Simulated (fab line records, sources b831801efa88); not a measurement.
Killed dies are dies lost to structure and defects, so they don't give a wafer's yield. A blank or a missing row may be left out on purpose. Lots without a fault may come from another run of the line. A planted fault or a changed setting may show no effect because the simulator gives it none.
Which tool did it? | flow gf180mcu | 11 lots, 33 wafers sampled, at 5 steps of a route of 602

WHAT THE GAUGES READ, wafer by wafer
GF_M4_OVL_MEAS_15. Usual: M4_OVL 4 nm, standard deviation 6.1.
lot  | measured     | on         | M4_OVL (nm) | flag
L876 | day 23 14:52 | overlay-02 | 2 0 -5      |
L884 | day 26 09:25 | overlay-01 | 5 6 1       |
L889 | day 28 01:45 | overlay-02 | -2 -4 -4    |
L890 | day 28 11:34 | overlay-01 | 1 3 7       |
L892 | day 28 20:21 | overlay-02 | 6 4 -6      |
L893 | day 29 01:19 | overlay-02 | 1 1 -4      |
L894 | day 29 09:34 | overlay-01 | 2 1 4       |
L895 | day 29 14:31 | overlay-02 | 4 11 11     |
L896 | day 30 00:24 | overlay-01 | 1 3 -8      |
L897 | day 30 08:27 | overlay-01 | -3 2 -4     |
L898 | day 30 09:27 | overlay-01 | 1 -6 -4     |

GF_MIM_THK_MEAS_11: measures by xrf. Usual: MIM_ALCU_THK 204 nm, standard deviation 3.
lot  | measured     | on            | MIM_ALCU_THK (nm) | flag
L876 | day 24 16:18 | film_metro-04 | 202 202 203       |
L884 | day 27 09:10 | film_metro-04 | 201 204 216       |
L889 | day 29 00:45 | film_metro-03 | 198 199 201       |
L890 | day 29 10:24 | film_metro-02 | 203 200 199       |
L892 | day 29 18:43 | film_metro-04 | 202 202 203       |
L893 | day 29 23:35 | film_metro-02 | 208 202 208       |
L894 | day 30 08:17 | film_metro-04 | 206 209 204       |
L895 | day 30 12:51 | film_metro-04 | 206 205 202       |
L896 | day 30 22:35 | film_metro-02 | 208 205 205       |
L897 | day 31 06:11 | film_metro-04 | 204 206 205       |
L898 | day 31 07:41 | film_metro-04 | 201 205 201       |

WHICH TOOL RAN EACH LOT (tool, then ch and the chambers of the sampled wafers, then the start)
lot  | GF_V3_SPUTTER_22             | GF_MIM_SPUTTER_01            | GF_MIM_SPUTTER_09
L876 | pvd_sputter-02, day 22 15:04 | pvd_sputter-03, day 24 15:52 | pvd_sputter-04, day 24 16:08
L884 | pvd_sputter-04, day 25 11:32 | pvd_sputter-03, day 27 08:42 | pvd_sputter-04, day 27 08:59
L889 | pvd_sputter-03, day 27 04:35 | pvd_sputter-04, day 29 00:19 | pvd_sputter-01, day 29 00:35
L890 | pvd_sputter-02, day 27 14:58 | pvd_sputter-01, day 29 09:58 | pvd_sputter-03, day 29 10:14
L892 | pvd_sputter-04, day 28 00:31 | pvd_sputter-01, day 29 18:17 | pvd_sputter-03, day 29 18:34
L893 | pvd_sputter-04, day 28 05:31 | pvd_sputter-01, day 29 23:08 | pvd_sputter-04, day 29 23:25
L894 | pvd_sputter-03, day 28 13:50 | pvd_sputter-03, day 30 07:51 | pvd_sputter-03, day 30 08:08
L895 | pvd_sputter-04, day 28 19:05 | pvd_sputter-04, day 30 12:25 | pvd_sputter-03, day 30 12:41
L896 | pvd_sputter-03, day 29 05:02 | pvd_sputter-01, day 30 22:09 | pvd_sputter-03, day 30 22:26
L897 | pvd_sputter-03, day 29 12:43 | pvd_sputter-01, day 31 05:46 | pvd_sputter-04, day 31 06:02
L898 | pvd_sputter-03, day 29 14:23 | pvd_sputter-03, day 31 07:16 | pvd_sputter-04, day 31 07:32
- GF_V3_SPUTTER_22: material TiN, target thk 10 nm, time 40 s.
- GF_MIM_SPUTTER_01: material TiN, target thk 30 nm, time 25 s.
- GF_MIM_SPUTTER_09: material TiN, target thk 35 nm, time 29.2 s.

WHAT THE TOOLS THEMSELVES READ (means of the sampled wafers that have a number; where no wafer has one, the mark that the record gives instead)
GF_V3_SPUTTER_22. Usual: throttle_valve_pct 30.1 %, standard deviation 0.95.
lot  | tool           | throttle_valve_pct (%) | flag
L876 | pvd_sputter-02 | 30.2                   |
L884 | pvd_sputter-04 | 29.1                   |
L889 | pvd_sputter-03 | 30.3                   |
L890 | pvd_sputter-02 | 30.8                   |
L892 | pvd_sputter-04 | 30.1                   |
L893 | pvd_sputter-04 | 29.3                   |
L894 | pvd_sputter-03 | 29.7                   |
L895 | pvd_sputter-04 | 29.3                   |
L896 | pvd_sputter-03 | 30.0                   |
L897 | pvd_sputter-03 | 30.7                   |
L898 | pvd_sputter-03 | 30.3                   |

GF_MIM_SPUTTER_01. Usual: throttle_valve_pct 29.7 %, standard deviation 0.87.
lot  | tool           | throttle_valve_pct (%) | flag
L876 | pvd_sputter-03 | 30.8                   |
L884 | pvd_sputter-03 | 30.0                   |
L889 | pvd_sputter-04 | 29.7                   |
L890 | pvd_sputter-01 | 29.0                   |
L892 | pvd_sputter-01 | 28.9                   |
L893 | pvd_sputter-01 | 29.4                   |
L894 | pvd_sputter-03 | 29.7                   |
L895 | pvd_sputter-04 | 29.6                   |
L896 | pvd_sputter-01 | 28.7                   |
L897 | pvd_sputter-01 | 29.6                   |
L898 | pvd_sputter-03 | 29.5                   |

GF_MIM_SPUTTER_09. Usual: throttle_valve_pct 29.7 %, standard deviation 0.89.
lot  | tool           | throttle_valve_pct (%) | flag
L876 | pvd_sputter-04 | 29.3                   |
L884 | pvd_sputter-04 | 28.6                   |
L889 | pvd_sputter-01 | 29.6                   |
L890 | pvd_sputter-03 | 29.6                   |
L892 | pvd_sputter-03 | 29.7                   |
L893 | pvd_sputter-04 | 29.2                   |
L894 | pvd_sputter-03 | 29.8                   |
L895 | pvd_sputter-03 | 29.6                   |
L896 | pvd_sputter-03 | 29.4                   |
L897 | pvd_sputter-04 | 29.3                   |
L898 | pvd_sputter-04 | 29.6                   |

THE ANSWER, worked out from the rows above alone
Rule: a lot is off if the mean of its wafers that have a number lies more than 3 standard deviations from the usual mean. A lot without any number at a reading at which 4 lots or more have one is off too. The other lots that the step has rows for count as sound. The gauges are gone through in route order, then the tools' own readings, and for those a lot's mean is taken as printed above. The first step at which some lot is off is used, and at that step the reading that is off furthest; a lot without a number counts as furthest.
No lot is off at any reading shown: from this, nothing can be told.

WHAT THE SIMULATOR HAD PUT IN
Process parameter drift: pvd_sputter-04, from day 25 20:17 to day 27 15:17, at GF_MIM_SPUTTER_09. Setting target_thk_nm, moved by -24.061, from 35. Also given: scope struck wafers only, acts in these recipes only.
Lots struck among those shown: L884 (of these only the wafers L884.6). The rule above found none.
